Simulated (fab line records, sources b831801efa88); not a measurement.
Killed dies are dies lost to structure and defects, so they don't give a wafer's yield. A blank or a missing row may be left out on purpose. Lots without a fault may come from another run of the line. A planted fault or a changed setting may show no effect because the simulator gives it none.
fab line records | flow sky130
record lots=24 wafers=72 last_day=50
route steps=708 shown FIELD_ISO@26 NWELL@67 LDD_HVN@277 VIA2@527 METAL3@532
lots that met no fault: from a run of the same line without faults
start_h: hours from the record's first day to the start of the lot's first wafer shown | wait_h: hours since the lot's step before | " the same as in the row above | L1.1+2: a row that stands for several wafers | - no value, or no start given | * or withheld: withheld | < > ~ a bound
route shown NAME@n: a module of which the file shows steps, and the number in the route of the first | usual: mean/standard deviation of fault-free wafers | same: alike in all rows | chamber/n: place in a boat | sites: the reading at each site | _std_site: their standard deviation | _edge_site: outer sites' mean less inner sites' | radius_mm: how far each site lies from the wafer's centre | mask NAME#n: copy n | behind: the tool/chamber that last shaped the wafer | hold: why the lot was held/for how many hours/how that ended | device: the transistor (n, p or np) that didn't switch | end of line: the same wafers' tests at the end of the route | a step without rows: its recipe alone | killed: dies lost to structure and defects at the first sort, not the wafer's yield | map: a wafer's dies, x killed, . not, _ none there
set.NAME: the setting as run; set.NAME@STEP: as run at that earlier step | model.NAME: the simulator's own value behind a step, which no gauge read
steps of the route over a sample of lots; a table a step, a row a wafer
services: from which hour (start_h, from the record's first day; less than 0 if before it) a tool's chamber was out of use, for how many hours, and why
## steps
# step SKY_FIELD_ISO_THK_MEAS_25
# recipe reads=SiO2_of_FIELD_ISO_CVD_24
# usual FIELD_ISO_CVD_24_THK=590/5.9
# columns lot.wafer tool chamber start_h wait_h FIELD_ISO_CVD_24_THK[nm]
L074.1 film_metro-02 - 32.18 0.0 585
L074.3 " - " " 580
L074.6 " - " " 580
L075.1 film_metro-03 - 37.76 0.0 583
L075.2 " - " " 595
L075.3 " - " " 579
L076.2 film_metro-02 - 45.26 0.0 592
L076.3 " - " " 590
L076.4 " - " " 596
L077.1 film_metro-01 - 49.73 0.0 588
L077.4 " - " " 598
L077.5 " - " " 586
L078.1 film_metro-02 - 55.24 0.0 595
L078.2 " - " " 596
L078.3 " - " " 603
L079.2 film_metro-02 - 58.59 0.0 589
L079.5 " - " " 590
L079.6 " - " " 598
L080.3 film_metro-03 - 63.61 0.1 598
L080.4 " - " " 588
L080.6 " - " " 593
L081.2 film_metro-02 - 71.05 0.0 587
L081.4 " - " " 583
L081.5 " - " " 582
L082.1 film_metro-01 - 76.63 0.0 585
L082.2 " - " " 585
L082.4 " - " " 584
L083.1 film_metro-01 - 82.10 0.1 589
L083.4 " - " " 587
L083.6 " - " " 587
L084.1 film_metro-01 - 90.44 0.0 585
L084.2 " - " " 593
L084.3 " - " " 598
L085.1 film_metro-03 - 90.44 0.0 589
L085.5 " - " " 598
L085.6 " - " " 592
L086.1 film_metro-03 - 95.18 0.0 590
L086.5 " - " " 597
L086.6 " - " " 594
L087.4 film_metro-01 - 100.18 0.0 583
L087.5 " - " " 596
L087.6 " - " " 596
L088.3 film_metro-01 - 108.77 0.1 597
L088.5 " - " " 601
L088.6 " - " " 592
L089.2 film_metro-02 - 108.87 0.0 592
L089.3 " - " " 595
L089.5 " - " " 587
L090.2 film_metro-02 - 118.44 0.0 598
L090.3 " - " " 600
L090.5 " - " " 597
L091.2 film_metro-03 - 120.23 0.0 588
L091.3 " - " " 592
L091.4 " - " " 587
L092.3 film_metro-03 - 124.75 0.1 587
L092.4 " - " " 583
L092.5 " - " " 585
L093.1 film_metro-02 - 129.65 0.0 586
L093.3 " - " " 582
L093.6 " - " " 586
L094.1 film_metro-03 - 138.03 0.0 595
L094.2 " - " " 591
L094.4 " - " " 596
L095.1 film_metro-03 - 143.58 0.0 588
L095.2 " - " " 591
L095.5 " - " " 584
L096.2 film_metro-01 - 145.99 0.0 589
L096.3 " - " " 593
L096.5 " - " " 592
L097.1 film_metro-03 - 151.42 0.0 586
L097.4 " - " " 589
L097.5 " - " " 577
# step SKY_NWELL_STRIP_14
# recipe chemistry=O2/N2 power_w=1400 pressure_mtorr=1500 platen_temp_c=withheld o2_flow_sccm=3000 n2_flow_sccm=300 overash_fraction=0.5
# usual drypump_motor_current_A=6.1/0.49 oes_product_au=0.722/0.005 strip_time_to_endpoint_s=36.90/0.094
# columns lot.wafer tool chamber start_h wait_h drypump_motor_current_A oes_product_au rf_hours_counter_h strip_time_to_endpoint_s
L074.1 plasma_asher-02 0 89.67 0.1 5.1 0.719 37 36.95
L074.3 " 0 " " 5.1 0.717 - 37.01
L074.6 " 0 " " 5.1 0.728 - 36.94
L075.1 plasma_asher-01 0 93.47 0.1 6.5 0.724 39 36.67
L075.2 " 1 " " 5.7 0.724 39 36.81
L075.3 " 1 " " 5.7 0.722 - 36.77
L076.2 plasma_asher-04 0 100.43 0.2 6.5 0.717 29 36.72
L076.3 " 1 " " 6.0 0.735 - 36.69
L076.4 " 0 " " 6.5 0.729 - 36.76
L077.1 plasma_asher-01 1 104.08 0.1 5.7 0.723 39 36.86
L077.4 " 0 " " 6.5 0.727 - 36.91
L077.5 " 1 " " 5.7 0.726 - 36.89
L078.1 plasma_asher-04 0 111.63 0.1 6.5 0.729 30 36.98
L078.2 " 1 " " 6.0 0.719 30 37.07
L078.3 " 1 " " 6.0 0.717 - 37.08
L079.2 plasma_asher-04 0 116.92 0.1 6.5 0.722 31 36.96
L079.5 " 1 " " 6.0 0.733 - 36.96
L079.6 " 0 " " 6.5 0.726 - 36.96
L080.3 plasma_asher-04 0 121.65 0.1 6.5 0.719 - 36.80
L080.4 " 1 " " 6.0 0.712 - 36.75
L080.6 " 1 " " 6.0 0.727 - 36.90
L081.2 plasma_asher-02 0 131.77 0.1 5.1 0.724 1 36.96
L081.4 " 1 " " 6.6 0.725 - 36.95
L081.5 " 0 " " 5.1 0.709 - 36.89
L082.1 plasma_asher-01 0 149.08 0.1 6.5 0.724 44 36.94
L082.2 " 1 " " 5.7 0.723 44 36.96
L082.4 " 1 " " 5.7 0.716 - 36.97
L083.1 plasma_asher-04 1 149.27 0.1 6.0 0.723 34 36.95
L083.4 " 0 " " 6.5 0.715 - 37.03
L083.6 " 1 " " 6.0 0.725 - 36.96
L084.1 plasma_asher-04 0 156.17 0.1 6.5 0.723 35 36.93
L084.2 " 1 " " 6.0 0.722 35 36.95
L084.3 " 1 " " 6.0 0.719 - 36.91
L085.1 plasma_asher-01 0 157.62 0.1 6.5 0.729 45 36.96
L085.5 " 1 " " 5.7 0.720 - 37.04
L085.6 " 0 " " 6.5 0.713 - 37.08
L086.1 plasma_asher-02 0 157.66 0.1 5.1 0.718 4 36.92
L086.5 " 1 " " 6.6 0.723 - 36.96
L086.6 " 0 " " 5.1 0.716 - 36.87
L087.4 plasma_asher-04 0 162.27 0.1 6.5 0.719 - 36.94
L087.5 " 0 " " 6.5 0.730 - 36.89
L087.6 " 1 " " 6.0 0.718 - 36.91
L088.3 plasma_asher-01 1 174.35 0.1 5.7 0.720 - 36.95
L088.5 " 1 " " 5.7 0.729 - 36.91
L088.6 " 0 " " 6.5 0.729 - 36.89
L089.2 plasma_asher-02 1 174.91 0.1 6.6 0.715 5 36.76
L089.3 " 0 " " 5.1 0.716 - 36.85
L089.5 " 0 " " 5.1 0.721 - 36.90
L090.2 plasma_asher-01 1 182.83 0.1 5.7 0.722 47 36.78
L090.3 " 1 " " 5.7 0.725 - 36.71
L090.5 " 0 " " 6.5 0.719 - 36.84
L091.2 plasma_asher-04 1 185.76 0.1 6.0 0.725 38 36.98
L091.3 " 1 " " 6.0 0.714 - 36.94
L091.4 " 0 " " 6.5 0.724 - 36.84
L092.3 plasma_asher-01 0 191.05 0.1 6.5 0.731 - 36.87
L092.4 " 1 " " 5.7 0.719 - 36.97
L092.5 " 1 " " 5.7 0.713 - 36.89
L093.1 plasma_asher-02 1 195.06 0.1 6.6 0.718 8 36.87
L093.3 " 1 " " 6.6 0.718 - 36.88
L093.6 " 1 " " 6.6 0.730 - 37.03
L094.1 plasma_asher-04 0 205.33 0.1 6.5 0.722 40 36.84
L094.2 " 1 " " 6.0 0.718 40 36.82
L094.4 " 1 " " 6.0 0.723 - 36.99
L095.1 plasma_asher-02 1 212.26 0.1 6.6 0.727 9 36.92
L095.2 " 0 " " 5.1 0.725 9 36.86
L095.5 " 1 " " 6.6 0.725 - 37.01
L096.2 plasma_asher-01 1 214.02 0.1 5.7 0.723 50 36.86
L096.3 " 0 " " 6.5 0.722 - 36.97
L096.5 " 0 " " 6.5 0.723 - 36.94
L097.1 plasma_asher-01 0 223.02 0.1 6.5 0.726 51 36.85
L097.4 " 1 " " 5.7 0.725 - 36.83
L097.5 " 0 " " 6.5 0.719 - 36.79
# step SKY_LDD_HVN_TW_MEAS_10
# usual LDD_HVN_TW=1443/6.8
# columns lot.wafer tool chamber start_h wait_h LDD_HVN_TW
L074.1 film_metro-02 - 475.88 0.1 1443
L074.3 " - " " 1451
L074.6 " - " " 1445
L075.1 film_metro-01 - 482.78 0.1 1432
L075.2 " - " " 1442
L075.3 " - " " 1435
L076.2 film_metro-02 - 494.94 0.1 1442
L076.3 " - " " 1448
L076.4 " - " " 1447
L077.1 film_metro-01 - 499.19 0.1 1433
L077.4 " - " " 1434
L077.5 " - " " 1432
L078.1 film_metro-04 - 514.61 0.1 1433
L078.2 " - " " 1445
L078.3 " - " " 1448
L079.2 film_metro-02 - 521.09 0.1 1456
L079.5 " - " " 1449
L079.6 " - " " 1447
L080.3 film_metro-02 - 531.65 0.1 1447
L080.4 " - " " 1447
L080.6 " - " " 1441
L081.2 film_metro-02 - 548.84 0.1 1452
L081.4 " - " " 1440
L081.5 " - " " 1447
L082.1 film_metro-01 - 570.41 0.1 1438
L082.2 " - " " 1438
L082.4 " - " " 1437
L083.1 film_metro-01 - 575.23 0.1 1439
L083.4 " - " " 1442
L083.6 " - " " 1434
L084.1 film_metro-04 - 578.58 0.1 1439
L084.2 " - " " 1441
L084.3 " - " " 1441
L086.1 film_metro-04 - 586.33 0.1 1454
L086.5 " - " " 1440
L086.6 " - " " 1444
L085.1 film_metro-02 - 588.25 0.3 1442
L085.5 " - " " 1450
L085.6 " - " " 1444
L087.4 film_metro-02 - 591.86 0.1 1448
L087.5 " - " " 1442
L087.6 " - " " 1448
L088.3 film_metro-04 - 604.92 0.1 1451
L088.5 " - " " 1446
L088.6 " - " " 1456
L089.2 film_metro-04 - 607.54 0.2 1444
L089.3 " - " " 1449
L089.5 " - " " 1449
L090.2 film_metro-02 - 615.97 0.1 1443
L090.3 " - " " 1440
L090.5 " - " " 1444
L091.2 film_metro-02 - 623.99 0.1 1441
L091.3 " - " " 1441
L091.4 " - " " 1432
L093.1 film_metro-01 - 633.38 0.1 1443
L093.3 " - " " 1434
L093.6 " - " " 1437
L092.3 film_metro-01 - 637.18 0.1 1439
L092.4 " - " " 1434
L092.5 " - " " 1441
L094.1 film_metro-04 - 647.78 0.1 1454
L094.2 " - " " 1455
L094.4 " - " " 1455
L095.1 film_metro-04 - 656.66 0.1 1444
L095.2 " - " " 1439
L095.5 " - " " 1431
L096.2 film_metro-02 - 661.44 0.1 1447
L096.3 " - " " 1455
L096.5 " - " " 1441
L097.1 film_metro-01 - 670.71 0.1 1449
L097.4 " - " " 1447
L097.5 " - " " 1441
# step SKY_VIA2_SPUTTER_20
# recipe material=TiN target_thk_nm=20 chamber_pressure_pa=5 power_w=4000 time_s=80
# usual chamber_pressure_pa=5.000/0.011 throttle_valve_pct=30.1/0.75
# same time_s=80
# columns lot.wafer tool chamber start_h wait_h chamber_pressure_pa throttle_valve_pct
L074.1 pvd_sputter-03 - 863.90 0.0 5.006 30.6
L074.3 " - " " 4.979 31.0
L074.6 " - " " 5.011 29.3
L075.1 pvd_sputter-01 - 870.94 0.0 5.000 29.9
L075.2 " - " " 4.999 29.3
L075.3 " - " " 5.005 30.9
L076.2 pvd_sputter-01 - 878.25 0.0 4.982 29.6
L076.3 " - " " 4.990 30.8
L076.4 " - " " 4.998 29.2
L077.1 pvd_sputter-02 - 882.25 0.0 5.007 29.4
L077.4 " - " " 4.987 31.9
L077.5 " - " " 5.018 29.5
L078.1 pvd_sputter-01 - 893.99 0.0 5.013 29.6
L078.2 " - " " 4.990 30.9
L078.3 " - " " 4.988 29.6
L079.2 pvd_sputter-02 - 900.61 0.0 5.011 29.2
L079.5 " - " " 5.012 29.2
L079.6 " - " " 5.022 31.6
L080.3 pvd_sputter-01 - 909.13 0.0 5.008 29.3
L080.4 " - " " 5.004 29.7
L080.6 " - " " 5.006 30.0
L081.2 pvd_sputter-01 - 924.28 0.0 4.993 29.6
L081.4 " - " " 5.006 30.4
L081.5 " - " " 4.984 29.6
L082.1 pvd_sputter-02 - 944.34 0.0 5.016 30.5
L082.2 " - " " 5.000 31.5
L082.4 " - " " 5.007 29.9
L083.1 pvd_sputter-02 - 945.84 0.0 5.008 31.5
L083.4 " - " " 4.989 29.4
L083.6 " - " " 4.997 31.7
L084.1 pvd_sputter-01 - 949.26 0.0 4.993 29.5
L084.2 " - " " 5.011 30.4
L084.3 " - " " 5.007 29.5
L085.1 pvd_sputter-01 - 955.85 0.0 4.993 30.2
L085.5 " - " " 4.995 30.2
L085.6 " - " " 5.013 29.5
L086.1 pvd_sputter-02 - 956.25 0.0 5.000 29.1
L086.5 " - " " 5.007 31.4
L086.6 " - " " 4.994 29.6
L087.4 pvd_sputter-01 - 957.15 0.0 5.011 30.1
L087.5 " - " " 4.999 30.9
L087.6 " - " " 5.002 29.1
L088.3 pvd_sputter-02 - 969.14 0.0 4.992 31.4
L088.5 " - " " 5.001 31.8
L088.6 " - " " 4.988 29.4
L089.2 pvd_sputter-02 - 974.06 0.0 4.995 31.8
L089.3 " - " " 5.005 29.6
L089.5 " - " " 4.996 31.4
L090.2 pvd_sputter-02 - 978.77 0.0 5.008 29.2
L090.3 " - " " 4.999 31.1
L090.5 " - " " 4.995 30.4
L091.2 pvd_sputter-01 - 985.19 0.0 4.993 29.4
L091.3 " - " " 4.998 29.6
L091.4 " - " " 5.009 30.1
L093.1 pvd_sputter-02 - 991.44 0.0 5.006 31.9
L093.3 " - " " 4.996 29.5
L093.6 " - " " 5.010 29.1
L092.3 pvd_sputter-01 - 998.85 0.0 5.004 29.5
L092.4 " - " " 4.998 29.7
L092.5 " - " " 5.008 29.3
L094.1 pvd_sputter-02 - 1006.63 0.0 4.992 30.2
L094.2 " - " " 4.994 29.4
L094.4 " - " " 5.012 31.6
L095.1 pvd_sputter-02 - 1012.28 0.0 4.986 29.6
L095.2 " - " " 4.995 31.6
L095.5 " - " " 5.002 29.6
L096.2 pvd_sputter-01 - 1015.38 0.0 5.001 30.2
L096.3 " - " " 4.994 30.8
L096.5 " - " " 5.014 29.3
L097.1 pvd_sputter-01 - 1020.90 0.0 4.998 30.2
L097.4 " - " " 4.997 29.6
L097.5 " - " " 5.003 29.6
# step SKY_METAL3_SPUTTER_00
# recipe material=Ti target_thk_nm=15 power_w=3000 time_s=10 chamber_pressure_pa=0.4
# usual chamber_pressure_pa=0.4000/0.00079 throttle_valve_pct=30.2/0.68
# same time_s=10
# columns lot.wafer tool chamber start_h wait_h chamber_pressure_pa throttle_valve_pct
L074.1 pvd_sputter-01 - 864.70 0.2 0.4009 29.4
L074.3 " - " " 0.4001 31.0
L074.6 " - " " 0.4000 30.1
L075.1 pvd_sputter-04 - 871.61 0.1 0.3998 29.8
L075.2 " - " " 0.4009 29.1
L075.3 " - " " 0.4007 30.8
L076.2 pvd_sputter-01 - 878.92 0.1 0.3995 30.3
L076.3 " - " " 0.4006 29.8
L076.4 " - " " 0.4012 29.6
L077.1 pvd_sputter-03 - 882.92 0.2 0.3989 30.5
L077.4 " - " " 0.4010 30.8
L077.5 " - " " 0.3992 30.4
L078.1 pvd_sputter-03 - 894.66 0.2 0.3992 30.4
L078.2 " - " " 0.3999 30.8
L078.3 " - " " 0.3999 30.8
L079.2 pvd_sputter-01 - 901.28 0.1 0.4007 30.7
L079.5 " - " " 0.3998 29.5
L079.6 " - " " 0.4005 30.9
L080.3 pvd_sputter-03 - 909.80 0.1 0.4003 29.1
L080.4 " - " " 0.4005 30.7
L080.6 " - " " 0.3989 30.4
L081.2 pvd_sputter-03 - 924.95 0.2 0.4006 30.3
L081.4 " - " " 0.4017 29.1
L081.5 " - " " 0.3995 30.5
L082.1 pvd_sputter-01 - 945.14 0.2 0.3990 29.4
L082.2 " - " " 0.4009 31.2
L082.4 " - " " 0.4005 29.4
L083.1 pvd_sputter-04 - 946.51 0.1 0.3990 29.9
L083.4 " - " " 0.3996 31.2
L083.6 " - " " 0.4000 30.5
L084.1 pvd_sputter-04 - 949.93 0.2 0.3989 29.9
L084.2 " - " " 0.4004 30.6
L084.3 " - " " 0.3994 31.0
L085.1 pvd_sputter-04 - 956.52 0.2 0.4003 30.4
L085.5 " - " " 0.4004 30.5
L085.6 " - " " 0.4004 29.9
L086.1 pvd_sputter-03 - 956.92 0.1 0.3998 30.6
L086.5 " - " " 0.3995 29.4
L086.6 " - " " 0.4008 30.1
L087.4 pvd_sputter-01 - 957.82 0.2 0.3988 29.2
L087.5 " - " " 0.3993 29.4
L087.6 " - " " 0.4003 30.9
L088.3 pvd_sputter-01 - 969.81 0.2 0.3999 31.0
L088.5 " - " " 0.3998 30.2
L088.6 " - " " 0.4009 29.4
L089.2 pvd_sputter-04 - 974.73 0.2 0.4004 31.0
L089.3 " - " " 0.3998 29.7
L089.5 " - " " 0.3996 30.4
L090.2 pvd_sputter-03 - 979.44 0.2 0.3998 30.9
L090.3 " - " " 0.4001 30.6
L090.5 " - " " 0.3998 30.6
L091.2 pvd_sputter-04 - 985.94 0.2 0.3975 31.3
L091.3 " - " " 0.3997 28.9
L091.4 " - " " 0.4008 30.6
L093.1 pvd_sputter-01 - 992.11 0.2 0.4012 30.0
L093.3 " - " " 0.3997 31.2
L093.6 " - " " 0.4005 29.4
L092.3 pvd_sputter-03 - 999.52 0.1 0.3998 31.0
L092.4 " - " " 0.3986 29.2
L092.5 " - " " 0.4001 30.7
L094.1 pvd_sputter-01 - 1007.50 0.2 0.4005 30.0
L094.2 " - " " 0.3998 30.2
L094.4 " - " " 0.4002 30.2
L095.1 pvd_sputter-04 - 1013.10 0.2 0.3997 28.7
L095.2 " - " " 0.3986 29.8
L095.5 " - " " 0.3981 29.7
L096.2 pvd_sputter-03 - 1016.13 0.1 0.4001 30.8
L096.3 " - " " 0.4000 30.5
L096.5 " - " " 0.3993 30.6
L097.1 pvd_sputter-01 - 1021.67 0.1 0.3997 29.7
L097.4 " - " " 0.4014 30.8
L097.5 " - " " 0.4000 30.0
# step SKY_METAL3_SPUTTER_04
# recipe material=TiN target_thk_nm=70 power_w=6500 time_s=58.3 chamber_pressure_pa=0.4
# usual chamber_pressure_pa=0.3999/0.00083 throttle_valve_pct=30.1/0.67
# same time_s=58.3
# columns lot.wafer tool chamber start_h wait_h chamber_pressure_pa throttle_valve_pct
L074.1 pvd_sputter-01 - 864.81 0.0 0.4008 29.4
L074.3 " - " " 0.4006 31.0
L074.6 " - " " 0.3999 29.9
L075.1 pvd_sputter-04 - 871.71 0.0 0.3980 29.7
L075.2 " - " " 0.3989 28.8
L075.3 " - " " 0.3992 30.6
L076.2 pvd_sputter-01 - 879.03 0.0 0.3987 30.1
L076.3 " - " " 0.4000 29.2
L076.4 " - " " 0.3999 29.8
L077.1 pvd_sputter-03 - 883.03 0.0 0.4000 30.5
L077.4 " - " " 0.3993 30.7
L077.5 " - " " 0.3993 30.1
L078.1 pvd_sputter-03 - 894.76 0.0 0.3994 30.3
L078.2 " - " " 0.4004 30.6
L078.3 " - " " 0.4000 30.7
L079.2 pvd_sputter-01 - 901.39 0.0 0.4002 30.9
L079.5 " - " " 0.4006 29.5
L079.6 " - " " 0.4006 30.9
L080.3 pvd_sputter-03 - 909.90 0.0 0.4005 29.0
L080.4 " - " " 0.3994 30.7
L080.6 " - " " 0.3993 30.3
L081.2 pvd_sputter-03 - 925.06 0.0 0.4000 30.4
L081.4 " - " " 0.3996 29.2
L081.5 " - " " 0.4004 30.8
L082.1 pvd_sputter-01 - 945.25 0.0 0.3971 29.4
L082.2 " - " " 0.3993 30.9
L082.4 " - " " 0.4014 29.6
L083.1 pvd_sputter-04 - 946.61 0.0 0.4002 29.9
L083.4 " - " " 0.4015 31.2
L083.6 " - " " 0.3998 30.7
L084.1 pvd_sputter-04 - 950.03 0.0 0.4014 30.1
L084.2 " - " " 0.3994 30.3
L084.3 " - " " 0.3995 30.8
L085.1 pvd_sputter-04 - 956.63 0.0 0.3998 30.6
L085.5 " - " " 0.4003 30.9
L085.6 " - " " 0.4006 29.8
L086.1 pvd_sputter-03 - 957.02 0.0 0.3986 30.6
L086.5 " - " " 0.3992 29.2
L086.6 " - " " 0.3991 30.2
L087.4 pvd_sputter-01 - 957.93 0.0 0.4001 29.5
L087.5 " - " " 0.4000 29.4
L087.6 " - " " 0.3994 30.4
L088.3 pvd_sputter-01 - 969.91 0.0 0.4004 31.2
L088.5 " - " " 0.3994 30.2
L088.6 " - " " 0.3999 29.1
L089.2 pvd_sputter-04 - 974.84 0.0 0.3985 31.1
L089.3 " - " " 0.4006 29.9
L089.5 " - " " 0.3995 30.6
L090.2 pvd_sputter-03 - 979.54 0.0 0.4000 30.6
L090.3 " - " " 0.3999 30.5
L090.5 " - " " 0.4004 30.4
L091.2 pvd_sputter-04 - 986.04 0.0 0.3996 30.8
L091.3 " - " " 0.3995 28.9
L091.4 " - " " 0.4003 30.9
L093.1 pvd_sputter-01 - 992.21 0.0 0.3991 30.3
L093.3 " - " " 0.3991 31.0
L093.6 " - " " 0.3997 29.3
L092.3 pvd_sputter-03 - 999.63 0.0 0.3997 30.9
L092.4 " - " " 0.4000 29.0
L092.5 " - " " 0.4017 30.8
L094.1 pvd_sputter-01 - 1007.60 0.0 0.3988 29.8
L094.2 " - " " 0.4001 30.1
L094.4 " - " " 0.3993 30.3
L095.1 pvd_sputter-04 - 1013.20 0.0 0.3991 28.6
L095.2 " - " " 0.4001 29.8
L095.5 " - " " 0.4005 30.0
L096.2 pvd_sputter-03 - 1016.23 0.0 0.4000 30.6
L096.3 " - " " 0.4005 30.3
L096.5 " - " " 0.4009 30.8
L097.1 pvd_sputter-01 - 1021.77 0.0 0.4005 29.9
L097.4 " - " " 0.3988 31.1
L097.5 " - " " 0.4006 30.6
## services
# columns tool chamber start_h hours kind
pvd_sputter-03 - 169.86 11.3 repair
pvd_sputter-04 - 173.52 3.0 repair
pvd_sputter-01 - 176.10 2.4 repair
pvd_sputter-04 - 266.48 1.8 repair
pvd_sputter-03 - 288.81 1.0 repair
pvd_sputter-01 - 295.96 1.9 repair
pvd_sputter-03 - 349.77 9.2 repair
pvd_sputter-04 - 391.99 31.7 repair
pvd_sputter-03 - 439.01 2.3 repair
pvd_sputter-01 - 449.98 1.3 repair
pvd_sputter-03 - 470.62 1.5 repair
pvd_sputter-04 - 498.20 3.8 repair
pvd_sputter-04 - 504.73 5.3 repair
pvd_sputter-01 - 508.57 1.1 repair
pvd_sputter-03 - 511.93 32.0 repair
pvd_sputter-03 - 551.52 12.9 repair
pvd_sputter-03 - 609.48 0.7 repair
pvd_sputter-04 - 673.57 7.3 repair
pvd_sputter-03 - 681.51 2.5 repair
pvd_sputter-03 - 689.84 2.6 repair
pvd_sputter-03 - 732.54 11.1 repair
pvd_sputter-01 - 871.05 5.2 repair
pvd_sputter-03 - 945.43 2.0 repair
pvd_sputter-01 - 978.88 1.9 repair
## key
fault none
